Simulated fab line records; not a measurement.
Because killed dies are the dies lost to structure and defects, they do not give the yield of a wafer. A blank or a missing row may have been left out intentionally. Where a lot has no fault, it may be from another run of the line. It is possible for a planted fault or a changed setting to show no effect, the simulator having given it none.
Which tool was responsible? | flow sky130 | Sampling: 12 lots, 35 wafers, 5 of 708 route steps

## WHAT EACH GAUGE READ, for each wafer
SKY_LOCAL_INTERCONNECT_RS_MEAS_01: a four-point-probe measurement.
lot  | measured     | on           | LOCAL_INTERCONNECT_TIN_RS (ohm/sq)
L446 | day 28 22:52 | filmMetro-01 | 13.99 14.35 14.43
L447 | day 30 18:50 | filmMetro-01 | 14.02 14.21 14.17
L448 | day 30 20:01 | filmMetro-02 | 14.02 13.83 14.11
L449 | day 34 04:47 | filmMetro-04 | 14.10 14.15 13.95
L451 | day 34 08:12 | filmMetro-01 | 14.24 14.32 14.32
L454 | day 34 09:23 | filmMetro-01 | 14.14 14.53 14.09
L455 | day 34 11:29 | filmMetro-02 | 14.06 13.82 14.18
L457 | day 34 14:17 | filmMetro-02 | 14.15 14.11
L461 | day 34 20:26 | filmMetro-01 | 14.38 14.37 13.97
L464 | day 35 06:25 | filmMetro-01 | 13.94 13.86 14.11
L467 | day 35 20:22 | filmMetro-04 | 14.11 14.33 14.24
L468 | day 36 09:55 | filmMetro-01 | 13.81 14.10 13.91

SKY_CONTACT_RS_MEAS_25: a four-point-probe measurement.
lot  | measured     | on           | CONTACT_W_RS (ohm/sq)
L446 | day 31 10:40 | filmMetro-01 | 0.333 0.334 0.334
L447 | day 33 05:01 | filmMetro-01 | 0.346 0.337 0.340
L448 | day 33 05:10 | filmMetro-02 | 0.334 0.330 0.334
L449 | day 36 12:12 | filmMetro-02 | 0.343 0.348 0.346
L451 | day 36 14:14 | filmMetro-01 | 0.338 0.346 0.345
L454 | day 36 15:10 | filmMetro-02 | 0.334 0.329 0.334
L455 | day 36 16:47 | filmMetro-01 | 0.342 0.341 0.339
L457 | day 36 20:52 | filmMetro-01 | 0.345 0.329
L461 | day 37 01:29 | filmMetro-01 | 0.340 0.336 0.338
L464 | day 37 12:56 | filmMetro-01 | 0.341 0.341 0.336
L467 | day 38 01:35 | filmMetro-03 | 0.337 0.331 0.346
L468 | day 38 21:15 | filmMetro-03 | 0.332 0.338 0.331

## WHAT TOOL EACH LOT RAN ON (gives the tool, then ch and the chambers of the sampled wafers, and finally the start)
lot  | SKY_CONTACT_CVD_00              | SKY_CONTACT_COAT_08              | SKY_CONTACT_ETCH_16
L446 | pecvd-02 ch 1,2, day 30 04:31   | lithoTrack-03 ch 0, day 30 19:14 | rieDiel-02 ch 0,1,3, day 31 09:45
L447 | pecvd-04 ch 0,2, day 32 00:13   | lithoTrack-03 ch 0, day 32 13:30 | rieDiel-01 ch 0,2,3, day 33 04:07
L448 | pecvd-03 ch 1,2, day 32 00:36   | lithoTrack-01 ch 0, day 32 13:49 | rieDiel-02 ch 0,2,3, day 33 04:10
L449 | pecvd-04 ch 0,1,2, day 35 08:22 | lithoTrack-02 ch 0, day 35 21:29 | rieDiel-04 ch 0,1,2, day 36 11:12
L451 | pecvd-03 ch 0,1, day 35 10:32   | lithoTrack-03 ch 0, day 35 23:35 | rieDiel-04 ch 0,1,3, day 36 13:19
L454 | pecvd-04 ch 0,1,2, day 35 11:32 | lithoTrack-03 ch 0, day 36 00:39 | rieDiel-02 ch 1,3, day 36 14:16
L455 | pecvd-04 ch 0,1, day 35 13:07   | lithoTrack-01 ch 0, day 36 02:41 | rieDiel-02 ch 1,2,3, day 36 15:52
L457 | pecvd-04 ch 0,2, day 35 16:58   | lithoTrack-03 ch 0, day 36 06:24 | rieDiel-04 ch 2,3, day 36 19:58
L461 | pecvd-02 ch 0,2, day 35 21:58   | lithoTrack-02 ch 0, day 36 11:20 | rieDiel-02 ch 0,2,3, day 37 00:29
L464 | pecvd-03 ch 0,2, day 36 09:18   | lithoTrack-01 ch 0, day 36 22:14 | rieDiel-02 ch 2,3, day 37 12:01
L467 | pecvd-04 ch 1,2, day 36 22:47   | lithoTrack-01 ch 0, day 37 12:14 | rieDiel-04 ch 0,2, day 38 00:40
L468 | pecvd-04 ch 1,2, day 37 12:49   | lithoTrack-02 ch 0, day 38 01:32 | rieDiel-02 ch 2,3, day 38 14:52
- SKY_CONTACT_CVD_00: deposits Si3N4, target thk 75 nm.
- SKY_CONTACT_COAT_08: resist thk 60 nm.
- SKY_CONTACT_ETCH_16: etches BARC in N2/H2, stops on SiO2, time 45.9 s, target depth 60 nm.

## WHAT THE TOOLS THEMSELVES READ (means of the sampled wafers that have a number; where no wafer has one, the mark that the record gives instead)
SKY_CONTACT_CVD_00.
lot  | tool     | heaterPowerW (W)
L446 | pecvd-02 | 747
L447 | pecvd-04 | 709
L448 | pecvd-03 | 679
L449 | pecvd-04 | 794
L451 | pecvd-03 | 716
L454 | pecvd-04 | 775
L455 | pecvd-04 | 776
L457 | pecvd-04 | 674
L461 | pecvd-02 | 567
L464 | pecvd-03 | 699
L467 | pecvd-04 | 747
L468 | pecvd-04 | 756

SKY_CONTACT_COAT_08.
lot  | tool          | dispensePressureKPa (kPa)
L446 | lithoTrack-03 | 51.5
L447 | lithoTrack-03 | 51.5
L448 | lithoTrack-01 | 45.3
L449 | lithoTrack-02 | 46.0
L451 | lithoTrack-03 | 51.6
L454 | lithoTrack-03 | 51.5
L455 | lithoTrack-01 | 45.2
L457 | lithoTrack-03 | 51.5
L461 | lithoTrack-02 | 45.9
L464 | lithoTrack-01 | 45.3
L467 | lithoTrack-01 | 45.3
L468 | lithoTrack-02 | 46.0

SKY_CONTACT_ETCH_16.
lot  | tool       | drypumpMotorCurrentA (A) | oesProductAu (a.u.) | throttleValvePct (%)
L446 | rieDiel-02 | 5.6                      | 0.853               | 13.222
L447 | rieDiel-01 | 5.7                      | 0.855               | 13.218
L448 | rieDiel-02 | 5.8                      | 0.848               | 13.225
L449 | rieDiel-04 | 5.6                      | 0.852               | 13.231
L451 | rieDiel-04 | 5.5                      | 0.858               | 13.225
L454 | rieDiel-02 | 5.5                      | 0.848               | 13.222
L455 | rieDiel-02 | 5.7                      | 0.853               | 13.218
L457 | rieDiel-04 | 5.9                      | 0.868               | 13.229
L461 | rieDiel-02 | 5.8                      | 0.851               | 13.216
L464 | rieDiel-02 | 5.6                      | 0.856               | 13.221
L467 | rieDiel-04 | 5.8                      | 0.854               | 13.220
L468 | rieDiel-02 | 5.5                      | 0.853               | 13.227

## THE ANSWER, worked out from the rows above alone
Rule: the usual values come from the lots themselves. The widest of any qualifying gaps counts: lots, ordered by their means at a reading, are off when they make up no more than a third of the lots, leave a main group of 4 or more, and stand apart from it by 3 or more times the standard deviation of that group's means. A main group is skipped when, at the precision printed for the reading in the tables above, its means are all equal. A lot without any number at a reading at which 4 lots or more have one is off too. The other lots that the step has rows for count as sound. After the gauges, taken in route order, come the tools' own readings; for these a lot's mean is taken, as printed above. The first step at which some lot is off is used, and at that step the reading that is off furthest; a lot without a number counts as furthest.
Off, at SKY_CONTACT_ETCH_16 on oesProductAu: L457. The main group: mean 0.853 a.u., standard deviation 0.0029.
A tool fits if, at that step or a process step before it, it ran every lot that is off, and no sound lot after the first of them. One candidate fits, namely lithoTrack-03 at SKY_CONTACT_COAT_08. A fault onset in the window from L454 (day 36 00:39, its last sound lot) to L457 (day 36 06:24, its first lot off) fits.

## WHAT THE SIMULATOR PUT IN
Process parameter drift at SKY_CONTACT_COAT_08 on lithoTrack-03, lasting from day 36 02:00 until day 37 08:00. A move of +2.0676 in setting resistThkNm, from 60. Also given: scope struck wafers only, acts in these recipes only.
Struck lots among those shown: L457. This agrees with what the rule above found.
